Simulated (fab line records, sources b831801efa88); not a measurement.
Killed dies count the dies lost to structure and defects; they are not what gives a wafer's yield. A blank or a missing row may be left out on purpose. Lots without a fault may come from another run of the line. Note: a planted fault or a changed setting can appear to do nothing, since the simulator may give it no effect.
Which of the tools did it? / flow sky130 / 6 lots, 18 wafers sampled, at 2 steps of a route of 708

## WHAT THE GAUGES READ, wafer by wafer
SKY_VIA3_CD_MEAS_12: target cd 200 nm.
lot=L433; measured=day 40 05:10; on=cd sem-01; cd nm (nm)=202.1 201.6 200.6
lot=L435; measured=day 40 22:22; on=cd sem-02; cd nm (nm)=201.6 199.1 202.1
lot=L438; measured=day 42 04:23; on=cd sem-01; cd nm (nm)=201.6 199.6 200.9
lot=L447; measured=day 44 08:27; on=cd sem-02; cd nm (nm)=200.7 199.9 199.6
lot=L449; measured=day 45 10:55; on=cd sem-01; cd nm (nm)=200.3 200.8 198.7
lot=L453; measured=day 45 21:39; on=cd sem-02; cd nm (nm)=201.5 202.4 201.7

## EACH LOT AND THE TOOL THAT RAN IT (in order: tool; ch and the chambers of the sampled wafers; start)
lot=L433; SKY_VIA3_EXPOSE_09=krf scanner-02 ch 0, day 39 16:29
lot=L435; SKY_VIA3_EXPOSE_09=krf scanner-02 ch 0, day 40 10:29
lot=L438; SKY_VIA3_EXPOSE_09=krf scanner-02 ch 0, day 41 16:57
lot=L447; SKY_VIA3_EXPOSE_09=krf scanner-02 ch 0, day 43 20:52
lot=L449; SKY_VIA3_EXPOSE_09=krf scanner-02 ch 0, day 44 23:36
lot=L453; SKY_VIA3_EXPOSE_09=krf scanner-01 ch 0, day 45 11:40
- SKY_VIA3_EXPOSE_09: exposes mask VIM3, target cd 200 nm.

## THE ANSWER, worked out from the rows above alone
Rule: the lots themselves supply what counts as usual. The widest of any qualifying gaps counts: lots, ordered by their means at a reading, are off when they make up no more than a third of the lots, leave a main group of 4 or more, and stand apart from it by 3 or more times the standard deviation of that group's means. The tables above print the reading to a certain number of digits; a main group whose means all agree to those digits is not used. Also off: a lot with no number at a reading for which 4 or more lots have one. The other lots that the step has rows for count as sound.
Nothing can be told from this: no lot is off at any reading shown.

## WHAT HAD BEEN PUT IN BY THE SIMULATOR
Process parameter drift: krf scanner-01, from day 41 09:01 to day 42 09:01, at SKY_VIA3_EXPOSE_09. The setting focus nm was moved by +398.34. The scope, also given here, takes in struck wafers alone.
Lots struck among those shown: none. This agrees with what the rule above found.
